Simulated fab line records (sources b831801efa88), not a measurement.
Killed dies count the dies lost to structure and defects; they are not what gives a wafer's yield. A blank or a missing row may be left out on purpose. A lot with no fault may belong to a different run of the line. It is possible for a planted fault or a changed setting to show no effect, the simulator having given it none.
The tool behind it: which one? + flow gf180mcu + 14 lots with 41 wafers sampled at 3 steps, on a route of 602 steps

## WHAT THE GAUGES READ, wafer by wafer
GF_M2_CD_MEAS_14: target cd 280 nm. Usual: cd-nm at 279.7 nm, with a standard deviation of 1.3.
| lot  | measured     | on        | cd-nm (nm)        | flag |
|------|--------------|-----------|-------------------|------|
| L140 | day 19 05:34 | cd-sem-02 | 279.3 278.8 279.8 |      |
| L141 | day 19 18:49 | cd-sem-02 | 280.2 280.0 277.7 |      |
| L143 | day 20 15:26 | cd-sem-01 | 279.2 279.9 279.8 |      |
| L144 | day 20 16:51 | cd-sem-01 | 279.7 281.0 280.2 |      |
| L145 | day 20 22:47 | cd-sem-02 | 279.6 280.1 278.5 |      |
| L147 | day 21 16:34 | cd-sem-02 | 281.1 281.5 279.7 |      |
| L148 | day 22 06:19 | cd-sem-02 | 279.1 280.0       |      |
| L153 | day 24 04:51 | cd-sem-01 | 276.5 277.1 277.5 |      |
| L156 | day 26 03:34 | cd-sem-01 | 279.4 279.0 278.8 |      |
| L158 | day 26 19:17 | cd-sem-01 | 279.4 277.5 279.6 |      |
| L159 | day 27 00:08 | cd-sem-01 | 279.1 279.0 278.1 |      |
| L161 | day 27 08:58 | cd-sem-01 | 279.9 281.1 279.6 |      |
| L162 | day 27 10:49 | cd-sem-02 | 278.9 278.1 278.9 |      |
| L160 | day 27 11:11 | cd-sem-01 | 280.9 281.1 281.3 |      |

## WHAT TOOL EACH LOT RAN ON (gives the tool, then ch and the chambers of the sampled wafers, and finally the start)
| lot  | GF_M2_SPUTTER_00             | GF_M2_SPUTTER_02             |
|------|------------------------------|------------------------------|
| L140 | pvd-sputter-01, day 18 06:14 | pvd-sputter-01, day 18 06:22 |
| L141 | pvd-sputter-03, day 18 18:37 | pvd-sputter-03, day 18 18:45 |
| L143 | pvd-sputter-01, day 19 16:18 | pvd-sputter-01, day 19 16:26 |
| L144 | pvd-sputter-04, day 19 17:23 | pvd-sputter-04, day 19 17:31 |
| L145 | pvd-sputter-04, day 19 22:53 | pvd-sputter-04, day 19 23:01 |
| L147 | pvd-sputter-04, day 20 16:22 | pvd-sputter-04, day 20 16:29 |
| L148 | pvd-sputter-04, day 21 06:04 | pvd-sputter-04, day 21 06:11 |
| L153 | pvd-sputter-04, day 23 05:53 | pvd-sputter-04, day 23 06:01 |
| L156 | pvd-sputter-01, day 25 05:43 | pvd-sputter-01, day 25 05:52 |
| L158 | pvd-sputter-04, day 25 22:17 | pvd-sputter-04, day 25 22:25 |
| L159 | pvd-sputter-03, day 26 03:28 | pvd-sputter-03, day 26 03:36 |
| L161 | pvd-sputter-04, day 26 11:59 | pvd-sputter-04, day 26 12:07 |
| L162 | pvd-sputter-04, day 26 14:12 | pvd-sputter-04, day 26 14:20 |
| L160 | pvd-sputter-01, day 26 14:23 | pvd-sputter-01, day 26 14:31 |
- GF_M2_SPUTTER_00: material Ti, target thk 37.5 nm, time 150 s.
- GF_M2_SPUTTER_02: material AlCu, target thk 450 nm, time 23.9 s.

## WHAT THE TOOLS THEMSELVES READ (means of the sampled wafers that have a number; where no wafer has one, the mark that the record gives instead)
GF_M2_SPUTTER_00. Usual: cathode-dc-power-W 4000.1 W, standard deviation 0.76; chamber-pressure-pa 2.000 Pa, standard deviation 0.0041; throttle-valve-pct 29.9 %, standard deviation 1.3.
| lot  | tool           | cathode-dc-power-W (W) | chamber-pressure-pa (Pa) | throttle-valve-pct (%) | flag |
|------|----------------|------------------------|--------------------------|------------------------|------|
| L140 | pvd-sputter-01 | 3999.9                 | 1.998                    | 29.9                   |      |
| L141 | pvd-sputter-03 | 3999.9                 | 1.999                    | 29.5                   |      |
| L143 | pvd-sputter-01 | 3999.3                 | 2.002                    | 29.3                   |      |
| L144 | pvd-sputter-04 | 4000.9                 | 2.000                    | 31.0                   |      |
| L145 | pvd-sputter-04 | 4000.8                 | 2.000                    | 30.3                   |      |
| L147 | pvd-sputter-04 | 4000.0                 | 1.999                    | 29.8                   |      |
| L148 | pvd-sputter-04 | 4000.3                 | 2.000                    | 31.6                   |      |
| L153 | pvd-sputter-04 | 4000.0                 | 2.003                    | 30.4                   |      |
| L156 | pvd-sputter-01 | 4000.1                 | 1.999                    | 29.0                   |      |
| L158 | pvd-sputter-04 | 3999.5                 | 1.995                    | 29.9                   |      |
| L159 | pvd-sputter-03 | 3999.8                 | 2.001                    | 29.5                   |      |
| L161 | pvd-sputter-04 | 4000.0                 | 2.002                    | 29.2                   |      |
| L162 | pvd-sputter-04 | 4000.0                 | 2.000                    | 30.9                   |      |
| L160 | pvd-sputter-01 | 3999.5                 | 1.998                    | 28.3                   |      |

GF_M2_SPUTTER_02. Usual: cathode-dc-power-W 10600 W, standard deviation 1.9; chamber-pressure-pa 0.4000 Pa, standard deviation 0.00079; throttle-valve-pct 29.9 %, standard deviation 1.3.
| lot  | tool           | cathode-dc-power-W (W) | chamber-pressure-pa (Pa) | throttle-valve-pct (%) | flag |
|------|----------------|------------------------|--------------------------|------------------------|------|
| L140 | pvd-sputter-01 | 10600                  | 0.4002                   | 30.1                   |      |
| L141 | pvd-sputter-03 | 10600                  | 0.4004                   | 29.5                   |      |
| L143 | pvd-sputter-01 | 10599                  | 0.3998                   | 29.3                   |      |
| L144 | pvd-sputter-04 | 10599                  | 0.4002                   | 30.9                   |      |
| L145 | pvd-sputter-04 | 10600                  | 0.3998                   | 30.5                   |      |
| L147 | pvd-sputter-04 | 10600                  | 0.3990                   | 29.8                   |      |
| L148 | pvd-sputter-04 | 10598                  | 0.4001                   | 31.8                   |      |
| L153 | pvd-sputter-04 | 10597                  | 0.4011                   | 30.3                   |      |
| L156 | pvd-sputter-01 | 10601                  | 0.4006                   | 29.0                   |      |
| L158 | pvd-sputter-04 | 10601                  | 0.4000                   | 29.7                   |      |
| L159 | pvd-sputter-03 | 10601                  | 0.4001                   | 29.6                   |      |
| L161 | pvd-sputter-04 | 10601                  | 0.4000                   | 29.1                   |      |
| L162 | pvd-sputter-04 | 10603                  | 0.4003                   | 31.0                   |      |
| L160 | pvd-sputter-01 | 10600                  | 0.4002                   | 28.3                   |      |

## THE ANSWER, worked out from the rows above alone
Rule: a lot counts as off when the mean over its wafers that have a number is more than 3 standard deviations away from the usual mean. A lot without any number at a reading at which 4 lots or more have one is off too. Where the step has rows for the other lots, those lots are counted as sound. First the gauges in route order, then the tools' own readings, where a lot's mean is used as printed above. At the first step where some lot is off, the reading lying furthest off is the one used; lots without a number count as furthest.
No lot is off at any reading shown: from this, nothing can be told.

## WHAT THE SIMULATOR PUT IN
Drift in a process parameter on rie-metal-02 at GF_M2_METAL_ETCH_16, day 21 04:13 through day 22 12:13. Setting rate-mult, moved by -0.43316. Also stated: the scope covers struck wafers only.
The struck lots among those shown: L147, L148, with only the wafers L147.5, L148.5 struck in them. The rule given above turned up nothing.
